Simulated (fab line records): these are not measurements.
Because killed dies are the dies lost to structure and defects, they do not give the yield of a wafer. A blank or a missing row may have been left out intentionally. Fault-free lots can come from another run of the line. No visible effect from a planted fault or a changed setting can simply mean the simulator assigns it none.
Tool commonality check :: flow sky130 :: 11 lots, 39 wafers sampled

REASON FOR OPENING
Of 11 lots, 2 have the reading RES_XHIGH_TW flagged at SKY_RES_XHIGH_TW_MEAS_09. Fault-free wafers read 1620, with a standard deviation of 22.
Rule: a lot is flagged in two cases, either no wafer of it has a number, or all its wafers with numbers fall more than 4 standard deviations from that mean. The rest of the lots are taken to be sound.

lot: L799
measured: day 26 03:22
on: film metro-04
RES_XHIGH_TW, wafer by wafer: 1618 1609 1617
flag: 

lot: L800
measured: day 26 19:59
on: film metro-01
RES_XHIGH_TW, wafer by wafer: 1581 1597 1589
flag: 

lot: L802
measured: day 27 09:48
on: film metro-02
RES_XHIGH_TW, wafer by wafer: 1639 1636 1630
flag: 

lot: L807
measured: day 29 08:08
on: film metro-02
RES_XHIGH_TW, wafer by wafer: 1643 1651 1645
flag: 

lot: L808
measured: day 30 08:14
on: film metro-01
RES_XHIGH_TW, wafer by wafer: 1590 1594 1588
flag: 

lot: L809
measured: day 30 13:24
on: film metro-02
RES_XHIGH_TW, wafer by wafer: 791 796 803 791 802 801
flag: FLAGGED

lot: L810
measured: day 30 14:15
on: film metro-04
RES_XHIGH_TW, wafer by wafer: 785 787 785 780 784 781
flag: FLAGGED

lot: L817
measured: day 32 21:37
on: film metro-04
RES_XHIGH_TW, wafer by wafer: 1609 1611 1613
flag: 

lot: L818
measured: day 33 02:21
on: film metro-02
RES_XHIGH_TW, wafer by wafer: 1647 1650 1651
flag: 

lot: L819
measured: day 33 07:20
on: film metro-02
RES_XHIGH_TW, wafer by wafer: 1646 1642 1646
flag: 

lot: L820
measured: day 34 07:51
on: film metro-01
RES_XHIGH_TW, wafer by wafer: 1587 1581 1581
flag: 
Average over the flagged lots: 790; offset from the usual -830, equal to -38 standard deviations.

WHICH TOOL EACH LOT WENT THROUGH
The record holds 2 process steps before the reading, out of a route of 708 steps. Each cell gives the tool, then ch followed by the chambers the sampled wafers passed through, then the start.
lot: L799
flag: 
SKY_SD_P_STRIP_10: plasma asher-03 ch 0,1, day 24 21:30
SKY_RES_XHIGH_IMPLANT_07: implanter-03 ch 0, day 26 03:07

lot: L800
flag: 
SKY_SD_P_STRIP_10: plasma asher-04 ch 0,1, day 25 14:56
SKY_RES_XHIGH_IMPLANT_07: implanter-03 ch 0, day 26 19:46

lot: L802
flag: 
SKY_SD_P_STRIP_10: plasma asher-04 ch 0,1, day 26 04:38
SKY_RES_XHIGH_IMPLANT_07: implanter-02 ch 0, day 27 09:34

lot: L807
flag: 
SKY_SD_P_STRIP_10: plasma asher-01 ch 0,1, day 28 03:50
SKY_RES_XHIGH_IMPLANT_07: implanter-03 ch 0, day 29 07:53

lot: L808
flag: 
SKY_SD_P_STRIP_10: plasma asher-04 ch 0,1, day 29 04:11
SKY_RES_XHIGH_IMPLANT_07: implanter-03 ch 0, day 30 08:00

lot: L809
flag: FLAGGED
SKY_SD_P_STRIP_10: plasma asher-03 ch 0,1, day 29 09:08
SKY_RES_XHIGH_IMPLANT_07: implanter-03 ch 0, day 30 13:10

lot: L810
flag: FLAGGED
SKY_SD_P_STRIP_10: plasma asher-04 ch 0,1, day 29 10:47
SKY_RES_XHIGH_IMPLANT_07: implanter-03 ch 0, day 30 14:02

lot: L817
flag: 
SKY_SD_P_STRIP_10: plasma asher-01 ch 0,1, day 31 18:41
SKY_RES_XHIGH_IMPLANT_07: implanter-01 ch 0, day 32 21:22

lot: L818
flag: 
SKY_SD_P_STRIP_10: plasma asher-03 ch 0,1, day 31 23:08
SKY_RES_XHIGH_IMPLANT_07: implanter-01 ch 0, day 33 02:08

lot: L819
flag: 
SKY_SD_P_STRIP_10: plasma asher-01 ch 0,1, day 32 03:53
SKY_RES_XHIGH_IMPLANT_07: implanter-01 ch 0, day 33 07:05

lot: L820
flag: 
SKY_SD_P_STRIP_10: plasma asher-04 ch 0, day 33 06:00
SKY_RES_XHIGH_IMPLANT_07: implanter-01 ch 0, day 34 07:37
What is done by these steps:
- SKY_SD_P_STRIP_10: strips in O2/N2.
- SKY_RES_XHIGH_IMPLANT_07
- SKY_RES_XHIGH_TW_MEAS_09

FLAGGED AGAINST TOTAL, ONE TOOL AT A TIME (gauges that did the reading follow at the end)
step: SKY_SD_P_STRIP_10
tool: plasma asher-01
lots run: 3
flagged: 0
share of the flagged lots: none
sound lots run after its first flagged lot: -

step: SKY_SD_P_STRIP_10
tool: plasma asher-03
lots run: 3
flagged: 1
share of the flagged lots: some
sound lots run after its first flagged lot: 1 (L818)

step: SKY_SD_P_STRIP_10
tool: plasma asher-04
lots run: 5
flagged: 1
share of the flagged lots: some
sound lots run after its first flagged lot: 1 (L820)

step: SKY_RES_XHIGH_IMPLANT_07
tool: implanter-01
lots run: 4
flagged: 0
share of the flagged lots: none
sound lots run after its first flagged lot: -

step: SKY_RES_XHIGH_IMPLANT_07
tool: implanter-02
lots run: 1
flagged: 0
share of the flagged lots: none
sound lots run after its first flagged lot: -

step: SKY_RES_XHIGH_IMPLANT_07
tool: implanter-03
lots run: 6
flagged: 2
share of the flagged lots: all
sound lots run after its first flagged lot: 0

step: SKY_RES_XHIGH_TW_MEAS_09
tool: film metro-01
lots run: 3
flagged: 0
share of the flagged lots: none
sound lots run after its first flagged lot: -

step: SKY_RES_XHIGH_TW_MEAS_09
tool: film metro-02
lots run: 5
flagged: 1
share of the flagged lots: some
sound lots run after its first flagged lot: 2 (L818,L819)

step: SKY_RES_XHIGH_TW_MEAS_09
tool: film metro-04
lots run: 3
flagged: 1
share of the flagged lots: some
sound lots run after its first flagged lot: 1 (L817)

WHAT THE TABLE ALLOWS
Rows of the table that ran each flagged lot: 1, that is implanter-03 at SKY_RES_XHIGH_IMPLANT_07.
- implanter-03 at SKY_RES_XHIGH_IMPLANT_07 ran 6 lots, 2 of them flagged. A fault beginning between L808 (day 30 08:00), its last sound lot, and L809 (day 30 13:10), its first flagged one, fits the data. Its own readings lie more than 4 standard deviations out on every wafer of the flagged lots: beam on s, dose ions cm2, faraday current uA.
One tool is left: implanter-03 at SKY_RES_XHIGH_IMPLANT_07.

WHAT WAS PUT IN BY THE SIMULATOR
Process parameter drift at SKY_RES_XHIGH_IMPLANT_07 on implanter-03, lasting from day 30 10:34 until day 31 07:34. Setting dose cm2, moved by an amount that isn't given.
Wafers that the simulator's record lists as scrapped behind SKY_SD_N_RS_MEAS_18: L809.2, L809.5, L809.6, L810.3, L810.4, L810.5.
Lots struck among those shown: L809, L810. The rule given above showed the same thing.
